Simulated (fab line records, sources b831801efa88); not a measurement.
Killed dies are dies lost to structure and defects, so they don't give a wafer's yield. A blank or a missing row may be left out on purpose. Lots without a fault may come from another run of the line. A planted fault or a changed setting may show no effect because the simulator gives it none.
Chamber matching | flow sky130 | SKY_VIA1_CMP_02 on cmp-02: 4 sister chambers
The step polishes SiO2. 14 wafers are shown with their chamber, then 7 later ones without.

WAFERS WITH THEIR CHAMBER
wafer  | chamber | motor_current_A (A)
L497.1 | 0       | 11.5
L497.4 | 3       | 13.7
L497.6 | 1       | 12.0
L499.3 | 3       | 13.1
L499.5 | 2       | 13.5
L499.6 | 3       | 14.3
L502.1 | 1       | 12.4
L502.4 | 0       | 11.4
L502.6 | 2       | 14.2
L504.2 | 2       | 13.5
L504.3 | 0       | 11.3
L504.5 | 0       | 11.4
L507.4 | 2       | 13.8
L507.5 | 1       | 11.7

SIGNATURES (means of the wafers above)
reading         | chamber 0 | chamber 1 | chamber 2 | chamber 3 | scatter within a chamber
motor_current_A | 11.400    | 12.033    | 13.750    | 13.700    | 0.363
Rule: a wafer's distance from a chamber is the root of the sum, over the readings, of the square of ((its reading less the chamber's mean) divided by the reading's scatter). The wafer belongs to the nearest chamber; if the next one is less than 2 further off, it can't be placed. The scatter: the root of (the sum of the squares of (reading less its chamber's mean) over the shown wafers, divided by (wafers less chambers)).

WAFERS WITHOUT THEIR CHAMBER
wafer  | motor_current_A (A)
L507.6 | 11.5
L510.2 | 11.5
L510.3 | 11.2
L510.4 | 14.0
L514.1 | 11.5
L514.3 | 12.0
L514.6 | 13.9

WHICH CHAMBER EACH WENT THROUGH
wafer  | from the rows above     | in truth
L507.6 | can't be placed: 0 or 1 | 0
L510.2 | can't be placed: 0 or 1 | 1
L510.3 | can't be placed: 0 or 1 | 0
L510.4 | can't be placed: 2 or 3 | 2
L514.1 | can't be placed: 0 or 1 | 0
L514.3 | can't be placed: 1 or 0 | 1
L514.6 | can't be placed: 2 or 3 | 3
Placed correctly: 0 of 7. Can't be placed from these rows: 7 (the true chamber is among the candidates in 7). Placed wrongly: 0.
